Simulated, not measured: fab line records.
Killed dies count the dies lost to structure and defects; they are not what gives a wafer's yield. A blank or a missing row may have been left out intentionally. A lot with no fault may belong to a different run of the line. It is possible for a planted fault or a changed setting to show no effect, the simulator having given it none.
fab line records	flow sky130
record lots=5	wafers=15	last-day=49
route steps=708 shown LOCAL_INTERCONNECT@400 CONTACT@406 METAL1@434 PAD_OPEN@708
lots that met no fault: from a run of the same line without faults
start-h: hours from the record's opening day to when the first of the lot's shown wafers began	wait-h: hours elapsed since this lot's preceding step	" unchanged from the row above	L1.1+2: a single row standing in for several wafers	- no value, or no start was given	* or withheld: withheld	< > ~ a bound
route shown NAME@n: names a module that has steps shown in the file, with the first one's number in the route	usual: the fault-free wafers' mean and standard deviation	same: alike in all rows	chamber/n: place in a boat	sites: the reading at each site	_std_site: how widely they spread, as a standard deviation	_edge_site: outer sites' mean less inner sites'	radius-mm: how far each site lies from the wafer's centre	mask NAME#n: copy n	behind: tool/chamber where the wafer was last shaped	hold: why the lot went on hold/how many hours it stayed there/how the hold came to an end	device: which transistor (n, p or np) failed to switch	end of line: at the end of the route, the tests of the same wafers	where a step has no rows: the recipe by itself	killed: count of dies lost to structure and defects at first sort (not the wafer's yield)	map: a wafer's dies, marking killed ones x, the rest . and places with no die _
set.NAME: setting as actually run; set.NAME@STEP: the setting as run at that earlier step	model.NAME: the simulator's own value behind a step, which no gauge read
lots seen at some steps along the route; tables by step, rows by wafer
services: when a tool's chamber went out of use (start-h, in hours from the record's first day, below 0 if earlier), for how many hours, and the reason
## steps
# step SKY_LOCAL_INTERCONNECT_ETCH_13
# recipe chemistry=N2/H2	target=BARC	ion-energy-ev=200	bias-w=100	pressure-mtorr=30	n2-flow-sccm=100	h2-flow-sccm=200	icp-w=500	stop-on=SiO2	time-s=45.9	target-depth-a=600
# step SKY_LOCAL_INTERCONNECT_METAL_ETCH_14
# recipe target-depth-nm=110	stop-on=PSG	chemistry=Cl2/BCl3	target=TiN	resist-sidewall-deg=88	pressure-mtorr=10	icp-w=900	bias-w=48.5	Cl2_flow_sccm=60	bcl3-flow-sccm=30	time-s=31.4
# step SKY_LOCAL_INTERCONNECT_STRIP_15
# recipe chemistry=O2/N2	power-w=1400	pressure-mtorr=1500	platen-temp-c=withheld	o2-flow-sccm=3000	n2-flow-sccm=300	overash-fraction=0.5
# step SKY_LOCAL_INTERCONNECT_STRIP_16
# recipe chemistry=post-etch-residue-remover	time-s=1200	temp-c=72.5
# step SKY_LOCAL_INTERCONNECT_CLEAN_17
# recipe chemistry=IPA	time-s=180	temp-c=25
# step SKY_LOCAL_INTERCONNECT_CLEAN_18
# recipe chemistry=O3/DIW	dry=n2-spin
# step SKY_CONTACT_CVD_00
# recipe material=Si3N4	target-thk-nm=75	temp-c=400	time-s=withheld	rf-w=450
# step SKY_CONTACT_HDPCVD_02
# recipe material=SiO2	target-thk-nm=565	sigma-open-frac=0.3	time-s=94.2	temp-c=600	sih4-flow-sccm=60	pressure-mtorr=6
# step SKY_CONTACT_CMP_04
# recipe material=SiO2	down-force-psi=4	platen-rpm=60	pad-velocity-m-s=0.94248
# usual motor-current-A=12.8/1.2	time-to-endpoint-s=82/4
lot.wafer	tool	chamber	start-h	wait-h	motor-current-A	time-to-endpoint-s	model.SiO2_of_CONTACT_HDPCVD_02.thk-nm
L443.1	cmp-02	0	739.51	0.1	15.0	81	341.3
L443.2	"	1	"	"	12.7	78	339.7
L443.6	"	3	"	"	14.4	83	339.2
L453.4	cmp-02	2	827.81	0.6	11.9	107	416.8
L453.6	"	3	"	"	13.9	109	418.7
L453.5	"	0	"	"	14.4	112	420.6
L454.2	cmp-02	3	828.26	0.3	14.2	108	418.3
L454.5	"	3	"	"	14.6	104	415.1
L454.6	"	0	"	"	14.4	107	417.5
L456.2	cmp-01	2	833.66	0.0	12.8	80	339.1
L456.4	"	0	"	"	11.1	85	340.5
L456.6	"	2	"	"	13.2	80	341
L455.3	cmp-02	1	838.22	0.0	12.4	106	414.4
L455.4	"	3	"	"	13.7	107	416.2
L455.1	"	0	"	"	14.3	108	418.2
# step SKY_CONTACT_DEHYDRATE_06
# recipe temp-c=200	time-s=60
# step SKY_CONTACT_HMDS_07
# recipe prime-time-s=60	prime-temp-c=120
# step SKY_CONTACT_COAT_08
# recipe resist=BARC	temp-c=withheld	time-s=withheld	spin-rpm=3000	resist-thk-nm=60
# step SKY_CONTACT_COAT_09
# recipe resist=KrF-thick	spin-rpm=3000	resist-thk-nm=450
# step SKY_CONTACT_SOFTBAKE_10
# recipe temp-c=100	time-s=90	resist=KrF-thick
# step SKY_CONTACT_EXPOSE_11
# recipe mask-id=CTM1	na=0.8	source-shape=annular	sigma-inner=0.55	sigma-outer=0.85	target-cd-nm=170	dose-mj=38
# step SKY_CONTACT_PEB_12
# recipe peb-temp-c=withheld	peb-time-s=withheld	resist=KrF-thick
# step SKY_CONTACT_DEVELOP_13
# recipe develop-time-s=60	resist=KrF-thick	dev-temp-c=21
# step SKY_CONTACT_ETCH_16
# recipe chemistry=N2/H2	target=BARC	ion-energy-ev=200	source-w=500	bias-w=100	pressure-mtorr=30	n2-flow-sccm=100	h2-flow-sccm=200	stop-on=SiO2	time-s=45.9	target-depth-a=600
# step SKY_CONTACT_ETCH_17
# recipe target=SiO2	chemistry=C4F8/O2/Ar	stop-on=Si3N4	mask-material=KrF-thick	source-w=1500	bias-w=1200	pressure-mtorr=40	c4f8-flow-sccm=withheld	O2_flow_sccm=6	Ar_flow_sccm=300	time-s=withheld	target-depth-a=3400
# usual oes-product-au=0.892/0.0047
lot.wafer	tool	chamber	start-h	wait-h	oes-product-au	model.etch.depth-nm	model.CONTACT.feature-depth-nm
L443.1	rie-diel-03	3	766.34	0.0	0.896	341.3	341.3
L443.2	"	2	"	"	0.883	339.7	339.7
L443.6	"	2	"	"	0.889	339.2	339.2
L453.4	rie-diel-04	2	854.87	0.0	0.987	413.1	413.1
L453.5	"	3	"	"	1.001	415.7	415.7
L453.6	"	0	"	"	0.997	409.4	409.4
L454.2	rie-diel-03	3	855.20	0.0	0.999	418.3	418.3
L454.5	"	1	"	"	1.001	415.1	415.1
L454.6	"	0	"	"	0.998	416.2	416.2
L456.2	rie-diel-01	3	859.45	0.0	0.887	339.1	339.1
L456.4	"	1	"	"	0.896	340.5	340.5
L456.6	"	2	"	"	0.892	341	341
L455.1	rie-diel-01	1	865.05	0.0	0.990	402.1	402.1
L455.3	"	0	"	"	0.983	400.5	400.5
L455.4	"	3	"	"	0.973	392.7	392.7
# step SKY_CONTACT_ETCH_18
# recipe target=Si3N4	chemistry=CHF3/O2	stop-on=TiN	source-w=600	bias-w=200	pressure-mtorr=40	chf3-flow-sccm=50	O2_flow_sccm=5	time-s=39	target-depth-a=750
# step SKY_CONTACT_STRIP_19
# recipe chemistry=O2/N2	power-w=1400	pressure-mtorr=1500	platen-temp-c=withheld	o2-flow-sccm=3000	n2-flow-sccm=300	overash-fraction=0.5
# step SKY_CONTACT_STRIP_20
# recipe chemistry=post-etch-residue-remover	time-s=1200	temp-c=72.5
# step SKY_CONTACT_CLEAN_21
# recipe chemistry=IPA	time-s=180	temp-c=25
# step SKY_CONTACT_CLEAN_22
# recipe chemistry=O3/DIW	dry=n2-spin
# step SKY_CONTACT_SPUTTER_23
# recipe material=TiN	target-thk-nm=20	chamber-pressure-pa=5	power-w=4000	time-s=80
# step SKY_CONTACT_CVD_24
# recipe material=W	target-thk-nm=340	time-s=102.12	temp-c=400	pressure-torr=40
# step SKY_CONTACT_CMP_27
# recipe stop-on=SiO2	t-overpolish-s=15	down-force-psi=3.5	platen-rpm=60	target-thk-nm=0	pad-velocity-m-s=0.94248
# usual motor-current-A=11.5/1.1
lot.wafer	tool	chamber	start-h	wait-h	motor-current-A	model.SiO2_of_CONTACT_HDPCVD_02.thk-nm
L443.2	cmp-01	0	767.43	0.1	10.3	336.5
L443.1	"	2	"	"	11.6	338.1
L443.6	"	0	"	"	10.1	336.1
L453.4	cmp-02	0	856.05	0.1	14.6	413.6
L453.5	"	0	"	"	13.6	417.4
L453.6	"	1	"	"	11.1	415.5
L454.2	cmp-02	0	856.40	0.2	13.0	415.1
L454.5	"	3	"	"	13.0	411.9
L454.6	"	0	"	"	13.5	414.3
L456.4	cmp-01	3	860.72	0.2	10.3	337.4
L456.2	"	1	"	"	11.6	336
L456.6	"	2	"	"	12.5	337.8
L455.1	cmp-02	2	866.12	0.1	11.0	415
L455.4	"	0	"	"	13.5	413
L455.3	"	1	"	"	11.4	411.2
# step SKY_METAL1_SPUTTER_00
# recipe material=Ti	target-thk-nm=15	power-w=3000	time-s=10	chamber-pressure-pa=0.4
# step SKY_PAD_OPEN_PROBE_99
# usual killed_at_M0_to_M3=43/7.3	killed_at_M4_up=3.6/1.9	killed-at-contacts=23/5.3	killed-at-front-end=15/4.5	killed-at-other=0.3/0.72	killed-dies=85/9.4	killed-on-rim=17/4.2	killed-open=46/6.7	killed-short=38/6.8
# same gross-dies=492	killed-at-back-side=0
lot.wafer	tool	chamber	start-h	wait-h	killed_at_M0_to_M3	killed_at_M4_up	killed-at-contacts	killed-at-front-end	killed-at-other	killed-dies	killed-on-rim	killed-open	killed-short
L443.1	prober-01	-	1099.06	0.1	46	5	16	9	0	76	6	38	38
L443.2	prober-01	-	1099.11	0.1	49	5	23	13	2	92	24	47	43
L443.6	prober-01	-	1099.31	0.2	31	2	19	10	0	62	15	37	25
L454.2	prober-01	-	1166.11	0.1	51	2	32	22	0	107	19	53	45
L454.5	prober-01	-	1166.26	0.2	52	7	21	11	0	91	15	51	36
L454.6	prober-01	-	1166.31	0.2	40	1	112	10	1	164	47	33	37
L453.4	prober-02	-	1168.52	0.2	39	3	146	21	0	209	51	47	37
L453.5	prober-02	-	1168.57	0.2	42	5	129	24	0	200	15	45	44
L453.6	prober-02	-	1168.62	0.2	39	2	196	21	1	259	49	48	30
L456.2	prober-01	-	1169.52	0.1	41	7	20	14	0	82	14	39	42
L456.4	prober-01	-	1169.62	0.2	52	3	14	20	0	89	12	42	46
L456.6	prober-01	-	1169.72	0.2	41	4	20	18	0	83	19	46	37
L455.1	prober-02	-	1170.81	0.1	49	2	225	15	0	291	71	50	33
L455.3	prober-02	-	1170.91	0.2	37	0	255	16	0	308	75	33	40
L455.4	prober-02	-	1170.96	0.2	36	2	340	17	0	395	89	41	38
# killed by level:class
L443.1 VIA2:geometric-particle:open=11 METAL2:geometric-particle:short=7 METAL1:geometric-particle:short=6 VIA3:geometric-particle:open=6 VIA3:geometric-particle:short=5 FIELD_ISO:geometric-particle:open=4 CONTACT:geometric-particle:open=4 CONTACT:geometric-particle:short=4
L443.2 VIA3:geometric-particle:open=9 METAL2:geometric-particle:short=8 LI_CONTACT:geometric-particle:open=7 VIA1:geometric-particle:open=7 FIELD_ISO:geometric-particle:open=5 LI_CONTACT:geometric-particle:short=5 CONTACT:geometric-particle:open=5 VIA2:geometric-particle:open=5
L443.6 CONTACT:geometric-particle:open=8 VIA3:geometric-particle:open=8 VIA1:geometric-particle:open=6 LI_CONTACT:geometric-particle:open=5 VIA2:geometric-particle:open=4 VIA3:geometric-particle:short=4 LOCAL_INTERCONNECT:geometric-particle:short=3 METAL2:geometric-particle:short=3
L454.2 METAL1:geometric-particle:short=13 CONTACT:geometric-particle:open=11 VIA1:geometric-particle:open=10 CONTACT:area-cmp=9 FIELD_ISO:geometric-particle:open=6 VIA2:geometric-particle:open=6 VIA3:geometric-particle:open=6 CONTACT:geometric-particle:short=5
L454.5 VIA1:geometric-particle:open=20 METAL1:geometric-particle:short=10 LI_CONTACT:geometric-particle:open=8 VIA3:geometric-particle:open=8 METAL4:geometric-particle:short=4 VIA2:geometric-particle:open=4 CONTACT:area-cmp=4 FIELD_ISO:geometric-particle:open=3
L454.6 CONTACT:area-cmp=93 VIA1:geometric-particle:open=9 CONTACT:geometric-particle:open=9 METAL1:geometric-particle:short=8 VIA1:geometric-particle:short=6 VIA3:geometric-particle:open=6 CONTACT:geometric-particle:short=4 VIA2:geometric-particle:open=4
L453.4 CONTACT:area-cmp=125 VIA1:geometric-particle:open=11 CONTACT:geometric-particle:open=9 FIELD_ISO:geometric-particle:short=6 LI_CONTACT:geometric-particle:open=6 FIELD_ISO:geometric-particle:open=5 POLY_GATE:geometric-particle:short=5 VIA2:geometric-particle:open=5
L453.5 CONTACT:area-cmp=111 VIA1:geometric-particle:open=8 FIELD_ISO:geometric-particle:short=7 FIELD_ISO:geometric-particle:open=7 VIA2:geometric-particle:open=6 LI_CONTACT:geometric-particle:short=5 POLY_GATE:geometric-particle:short=5 CONTACT:geometric-particle:open=5
L453.6 CONTACT:area-cmp=181 VIA1:geometric-particle:open=8 POLY_GATE:geometric-particle:open=7 VIA2:geometric-particle:open=7 FIELD_ISO:geometric-particle:open=6 CONTACT:geometric-particle:open=6 METAL2:geometric-particle:short=6 FIELD_ISO:geometric-particle:short=4
L456.2 VIA1:geometric-particle:open=10 METAL1:geometric-particle:short=7 POLY_GATE:geometric-particle:short=6 LOCAL_INTERCONNECT:geometric-particle:short=6 LI_CONTACT:geometric-particle:open=5 CONTACT:geometric-particle:open=5 VIA3:geometric-particle:open=5 VIA2:geometric-particle:open=4
L456.4 VIA2:geometric-particle:open=9 VIA1:geometric-particle:short=7 VIA2:geometric-particle:short=7 CONTACT:geometric-particle:open=6 VIA1:geometric-particle:open=6 SPACER:geometric-particle:short=5 LI_CONTACT:geometric-particle:open=5 VIA3:geometric-particle:open=5
L456.6 VIA2:geometric-particle:open=9 CONTACT:geometric-particle:open=8 METAL2:geometric-particle:short=7 LI_CONTACT:geometric-particle:open=6 POLY_GATE:geometric-particle:open=5 VIA1:geometric-particle:short=5 VIA1:geometric-particle:open=5 VIA3:geometric-particle:open=5
L455.1 CONTACT:area-cmp=208 VIA1:geometric-particle:open=14 VIA3:geometric-particle:open=8 VIA2:geometric-particle:open=7 LI_CONTACT:geometric-particle:open=6 FIELD_ISO:geometric-particle:open=5 METAL1:geometric-particle:short=5 VIA1:geometric-particle:short=5
L455.3 CONTACT:area-cmp=235 POLY_GATE:geometric-particle:short=8 VIA1:geometric-particle:open=6 VIA1:geometric-particle:short=5 VIA2:geometric-particle:open=5 CONTACT:geometric-particle:short=5 CONTACT:geometric-particle:open=5 METAL2:geometric-particle:short=5
L455.4 CONTACT:area-cmp=316 CONTACT:geometric-particle:open=11 VIA3:geometric-particle:open=8 POLY_GATE:geometric-particle:short=6 VIA1:geometric-particle:open=6 CONTACT:geometric-particle:short=5 LI_CONTACT:geometric-particle:open=4 METAL2:geometric-particle:short=4
# map L453.6 (x killed, . not)
__________x........._________
________..x.x..xxxxx.._______
______x.x...xxxx.xxxxxx._____
_____x...x.xxxxxxxxxxx...____
____....xxxxxxxxxxxxx.xx.x___
___xxx.xx.xxxxxxxxxxx.x.x..__
__x.....xx.xxxxxxxxxxx..x..x_
_.x..x.x.xxx.xx.xxxxxx.....x.
_x.x....x.x.xxxxxxxxx.......x
_x.....xx..x..x.xxxxxx....x..
_..xx....x.x...xx.xxx.x.....x
_xxxx................xx......
_.xx......x...x.x...x.....x..
_x...x.x..x.......x.xxx..x..x
_.xxxx.xx.x......x.xx.xx.xx..
__x.xx....x..x..x.xxxxxxx.x._
___xx....x....xxxxxx.xxxx..__
____xxxxx.....xxxxx.xxxxx.___
_____xxxxx..xx.xxxxxxxx.x____
______.x..x...xxxxxxxxxx_____
________xx..xx..xxxxx._______
__________xxxxxxx.x._________
# map L454.6 (x killed, . not)
__________xxxxxxxx.x_________
________xx..xxxxx..x.x_______
______x..x.x.....x.x...._____
_____xx....x.x..xx..x....____
____.x.x.x...x.x..xx...xx.___
___..x......xx.x.x....xxx.x__
__....x..x.x..xx....xx..xxxx_
_xx......x...x.....xxx..xxxxx
_......xxx..........xx.x.xxxx
_.xxx...........x....xxxx.x.x
_.x.......x..x..x.......xxxxx
_..xx...x......x...x....x...x
_x.x......x.x.......x....x.xx
_.xxxxxx.............x..xx.x.
_xxx..x..x...x.....x.....xxxx
__.x...............x.x......_
___xxx...x........x.x......__
____....x.x..x..x.xx......___
_____........x...........____
______x........xx....x.._____
________..x.......x..._______
__________..x.xx.xxx_________
## services
tool	chamber	start-h	hours	kind
rie-diel-01	-	729.06	0.5	repair
cmp-01	-	736.25	9.0	repair
cmp-02	-	737.28	1.4	repair
rie-diel-03	3	738.73	1.4	repair
rie-diel-03	0	741.85	9.8	repair
rie-diel-04	1	743.58	35.4	repair
rie-diel-04	-	743.75	0.3	repair
cmp-01	-	745.20	4.0	pm
cmp-01	-	749.20	-	consumable-replace:conditioner
cmp-01	-	749.20	-	consumable-replace:pad
rie-diel-04	-	768.31	0.5	repair
cmp-02	-	784.96	0.7	repair
rie-diel-04	2	798.92	8.9	repair
rie-diel-01	3	799.16	-	clean
rie-diel-01	3	799.16	21.5	scheduled-down
rie-diel-01	1	807.91	1.2	repair
cmp-01	-	823.52	1.5	repair
cmp-01	-	827.18	5.9	pm
cmp-02	-	830.92	0.2	repair
cmp-02	-	840.00	6.9	pm
rie-diel-04	1	843.26	50.2	repair
cmp-02	-	858.30	3.0	pm
cmp-01	-	861.34	4.4	pm
rie-diel-03	0	863.99	7.5	repair
## key
first-sign step=SKY_CONTACT_CMP_04	reading=time-to-endpoint-s	direction=up	sigmas=6.3	usual=*	struck=*
effect step=SKY_CONTACT_ETCH_17	reading=oes-product-au	direction=up	sigmas=21	usual=0.892	struck=0.992
effect step=SKY_PAD_OPEN_PROBE_99	reading=killed-at-contacts	direction=up	sigmas=26	usual=23	struck=162	wafers-moved=7
model-effect step=SKY_CONTACT_CMP_04	value=SiO2_of_CONTACT_HDPCVD_02.thk-nm	without=339.7	struck=417.3
model-effect step=SKY_CONTACT_ETCH_17	value=etch.depth-nm	without=339.7	struck=409.2
model-effect step=SKY_CONTACT_CMP_27	value=SiO2_of_CONTACT_HDPCVD_02.thk-nm	without=336.5	struck=414.1
more-kills-born-at SKY_CONTACT_CMP_04@cmp-02=1282
met-at SKY_CONTACT_CMP_04
struck-wafers L453.4,L453.5,L453.6,L454.2,L454.5,L454.6,L455.1,L455.3,L455.4
later-rows-left-out L455.4
tester-left-out L453,L454,L455
fault kind=process-parameter-drift	tool=cmp-02	chamber=-	onset-h=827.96	steps=SKY_CONTACT_CMP_04	channel=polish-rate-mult	offset=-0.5	shape=step	end-h=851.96
# tester-left-out: of these lots the tester's yield and bins aren't shown, on N5 and GAA mostly nor the transistor test; their killed dies are dies lost to structure and defects alone, not to doping, threshold or leakage, so they don't give the yield
# later-rows-left-out: the simulator's readings of these wafers behind a module that went badly wrong aren't trusted and aren't shown, but for the sort
